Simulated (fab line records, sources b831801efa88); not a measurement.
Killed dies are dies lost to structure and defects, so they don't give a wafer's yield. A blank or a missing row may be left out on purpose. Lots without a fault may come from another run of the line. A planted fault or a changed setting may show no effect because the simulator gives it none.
A struck lot beside a sound one | flow sky130 | 15 steps out of a route of 708
Sound: wafers L486.1, L486.4, L486.5. Struck: wafers L495.1, L495.2, L495.4. The cause comes at the end.
At each step with rows: each side's tool, then ch and its chambers, then its first start. Under that, the readings that differ: sound wafers | struck wafers | difference of the means | sigmas: that difference in standard deviations of wafers without a fault.
alike: readings whose means differ by less than 2 such deviations, and words and numbers that are the same on both sides. not compared: withheld readings, readings that some wafer has no value for, bounds like >300 that may hide the same value, and numbers for which the record gives no deviation and whose values overlap.
The two part at a step that has a row with sigmas, a row that says differs or no value, or rows on one side only. Numbers that don't overlap but have no deviation are shown without sigmas and don't part them. A reading that every wafer of one side lacks parts them only if that side has two wafers or more.

SKY_VIA4_THK_MEAS_20: measures by xrf.
  sound on film_metro-04, day 44 15:58; struck on film_metro-04, day 46 18:16
  alike: VIA4_W_THK
SKY_VIA4_CMP_21: polishes, stops on SiO2, t overpolish 25 s, target thk 0 nm.
  sound on cmp-01 ch 0,1,2, day 44 16:02; struck on cmp-01 ch 0,2,3, day 46 18:23
  alike: motor_current_A, overpolish_run_s, slurry_filter_dp_kPa, time_to_endpoint_s
SKY_METAL5_SPUTTER_00: material Ti, target thk 15 nm, time 10 s.
  sound on pvd_sputter-02, day 44 16:20; struck on pvd_sputter-04, day 46 18:38
  alike: throttle_valve_pct
then, 1 step without rows for these wafers: SKY_METAL5_SPUTTER_01 (material TiN, target thk 20 nm, time 16.7 s).
SKY_METAL5_SPUTTER_02: material AlCu, target thk 1150 nm, time 61.2 s.
  sound on pvd_sputter-02, day 44 16:22; struck on pvd_sputter-04, day 46 18:41
  alike: throttle_valve_pct
SKY_METAL5_SPUTTER_03: material Ti, target thk 5 nm, time 3.3 s.
  sound on pvd_sputter-02, day 44 16:26; struck on pvd_sputter-04, day 46 18:44
  alike: throttle_valve_pct
SKY_METAL5_SPUTTER_04: material TiN, target thk 70 nm, time 58.3 s.
  sound on pvd_sputter-02, day 44 16:26; struck on pvd_sputter-04, day 46 18:45
  alike: throttle_valve_pct
SKY_METAL5_RS_MEAS_05: measures by four-point-probe.
  sound on film_metro-04, day 44 16:29; struck on film_metro-04, day 46 18:47
  alike: METAL5_ALCU_RS
SKY_METAL5_THK_MEAS_06: measures by xrf.
  sound on film_metro-04, day 44 16:37; struck on film_metro-04, day 46 18:55
  alike: METAL5_ALCU_THK
then, 3 steps without rows for these wafers: SKY_METAL5_DEHYDRATE_07 (time 60 s); SKY_METAL5_HMDS_08 (prime time 60 s); SKY_METAL5_COAT_09 (resist thk 1800 nm).
SKY_METAL5_SOFTBAKE_10: time 60 s.
  sound on litho_track-03 ch 0, day 45 03:23; struck on litho_track-04 ch 0, day 47 04:47
  reading                  | sound             | struck            | difference | sigmas
  heater_power_total_W (W) | 56.59 56.62 56.64 | 57.74 57.71 57.79 | +1.13      | +26
  plate_temp_C (C)         | 90.14 89.89 89.99 | 91.25 91.24 91.32 | +1.26      | +11
then, 1 step without rows for these wafers: SKY_METAL5_EXPOSE_11 (exposes mask MM5, target cd 1600 nm).
SKY_PAD_OPEN_PROBE_99:
  the record has rows for the sound wafers here (prober-02, day 47 10:40) and none for the struck ones

WHERE THEY PART
First at SKY_METAL5_SOFTBAKE_10; last, within this record, at SKY_PAD_OPEN_PROBE_99.

WHY: what the simulator had put in
Process parameter drift: litho_track-04, from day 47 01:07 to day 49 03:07, at SKY_METAL5_SOFTBAKE_10. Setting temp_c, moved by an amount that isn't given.
